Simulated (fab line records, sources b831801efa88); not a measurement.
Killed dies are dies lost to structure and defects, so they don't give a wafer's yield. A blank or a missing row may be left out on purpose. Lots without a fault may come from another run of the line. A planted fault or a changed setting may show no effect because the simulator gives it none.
Chamber matching | flow sky130 | SKY_FIELD_ISO_ETCH_15 on rie_diel-02: 4 sister chambers
The step etches the open film in CHF3/O2, stops on Si, target depth 180 nm, time 72 s. 16 wafers are shown with their chamber, then 8 later ones without.

WAFERS WITH THEIR CHAMBER
wafer  | chamber | drypump_motor_current_A (A) | run_length_s (s) | throttle_valve_pct (%)
L529.2 | 0       | 6.3                         | 100.6            | 8.856
L529.3 | 2       | 5.9                         | 100.1            | 8.837
L529.5 | 1       | 6.1                         | 99.8             | 8.851
L530.1 | 2       | 5.9                         | 100.3            | 8.840
L530.4 | 1       | 6.1                         | 99.7             | 8.851
L530.6 | 3       | 6.5                         | 100.1            | 8.848
L533.2 | 3       | 6.5                         | 100.2            | 8.843
L533.3 | 1       | 6.0                         | 99.8             | 8.834
L533.5 | 1       | 6.0                         | 99.9             | 8.839
L535.2 | 1       | 6.1                         | 99.9             | 8.848
L535.3 | 0       | 6.4                         | 100.5            | 8.866
L535.4 | 2       | 5.9                         | 100.3            | 8.862
L537.3 | 2       | 5.9                         | 100.5            | 8.835
L537.4 | 1       | 6.1                         | 99.7             | 8.844
L537.5 | 1       | 6.1                         | 99.7             | 8.835
L539.2 | 0       | 6.4                         | 100.2            | 8.850

SIGNATURES (means of the wafers above)
reading                 | chamber 0 | chamber 1 | chamber 2 | chamber 3 | scatter within a chamber
drypump_motor_current_A | 6.367     | 6.071     | 5.900     | 6.500     | 0.0418
run_length_s            | 100.433   | 99.786    | 100.300   | 100.150   | 0.135
throttle_valve_pct      | 8.85733   | 8.84314   | 8.84350   | 8.84550   | 0.00879
Rule: a wafer's distance from a chamber is the root of the sum, over the readings, of the square of ((its reading less the chamber's mean) divided by the reading's scatter). The wafer belongs to the nearest chamber; if the next one is less than 2 further off, it can't be placed. The scatter: the root of (the sum of the squares of (reading less its chamber's mean) over the shown wafers, divided by (wafers less chambers)).

WAFERS WITHOUT THEIR CHAMBER
wafer  | drypump_motor_current_A (A) | run_length_s (s) | throttle_valve_pct (%)
L539.3 | 6.5                         | 99.9             | 8.832
L539.5 | 5.9                         | 100.5            | 8.852
L549.3 | 5.9                         | 100.1            | 8.826
L549.4 | 6.0                         | 100.2            | 8.843
L549.5 | 6.4                         | 100.2            | 8.840
L552.2 | 6.5                         | 100.2            | 8.843
L552.5 | 6.3                         | 100.4            | 8.849
L552.6 | 6.5                         | 100.1            | 8.847

WHICH CHAMBER EACH WENT THROUGH
wafer  | from the rows above     | in truth
L539.3 | 3                       | 3
L539.5 | 2                       | 2
L549.3 | 2                       | 2
L549.4 | can't be placed: 2 or 1 | 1
L549.5 | can't be placed: 3 or 0 | 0
L552.2 | 3                       | 3
L552.5 | 0                       | 0
L552.6 | 3                       | 3
Placed correctly: 6 of 8. Can't be placed from these rows: 2 (the true chamber is among the candidates in 2). Placed wrongly: 0.
